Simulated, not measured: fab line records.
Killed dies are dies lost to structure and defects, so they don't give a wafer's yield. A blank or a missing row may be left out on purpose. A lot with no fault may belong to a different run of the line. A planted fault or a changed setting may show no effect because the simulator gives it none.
Matching of chambers ; flow gf180mcu ; GF_V4_CMP_04 on cmp-02 has 4 sister chambers
The step polishes SiO2. 14 wafers are shown with their chamber, then 7 later ones without.

## EACH WAFER AND ITS CHAMBER
wafer;chamber;motorCurrentA (A);timeToEndpointS (s)
L352.2;2;11.0;82
L352.3;3;11.1;86
L352.5;3;10.6;97
L358.1;3;10.6;83
L358.4;0;10.4;80
L358.6;1;10.8;80
L362.1;1;10.5;72
L362.2;2;11.7;74
L362.4;3;10.7;78
L365.1;0;10.8;76
L365.2;3;10.9;74
L365.6;0;10.3;79
L368.3;2;11.2;78
L368.5;0;10.0;81

SIGNATURES (means of the wafers above)
reading;chamber 0;chamber 1;chamber 2;chamber 3;scatter within a chamber
motorCurrentA;10.375;10.650;11.300;10.780;0.286
timeToEndpointS;79.00;76.00;78.00;83.60;6.22
Rule: for a wafer and a chamber, the distance is found by dividing, reading by reading, the gap between the wafer's reading and the chamber's mean by the reading's scatter, squaring, summing and taking the root. If the next closest chamber is less than 2 further off than the closest, the wafer can't be placed; otherwise it belongs to the closest. The scatter: take each reading less its chamber's mean, square it, sum over the shown wafers, divide by the number of wafers less the number of chambers, and take the root.

## WAFERS MISSING THEIR CHAMBER
wafer;motorCurrentA (A);timeToEndpointS (s)
L368.6;10.9;80
L369.1;10.4;78
L369.3;10.7;75
L369.4;11.6;81
L370.1;10.3;75
L370.3;11.6;79
L370.6;10.7;81

## WHICH CHAMBER EACH WENT THROUGH
wafer;from the rows above;in truth
L368.6;can't be placed: 3 or 1 or 2 or 0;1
L369.1;can't be placed: 0 or 1 or 3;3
L369.3;can't be placed: 1 or 0 or 3 or 2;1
L369.4;can't be placed: 2 or 3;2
L370.1;can't be placed: 0 or 1 or 3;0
L370.3;can't be placed: 2 or 3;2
L370.6;can't be placed: 3 or 1 or 0 or 2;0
Correctly placed: 0 of 7. Unplaceable from these rows: 7, with the true chamber sitting among the candidates in 7. 0 placed wrongly.
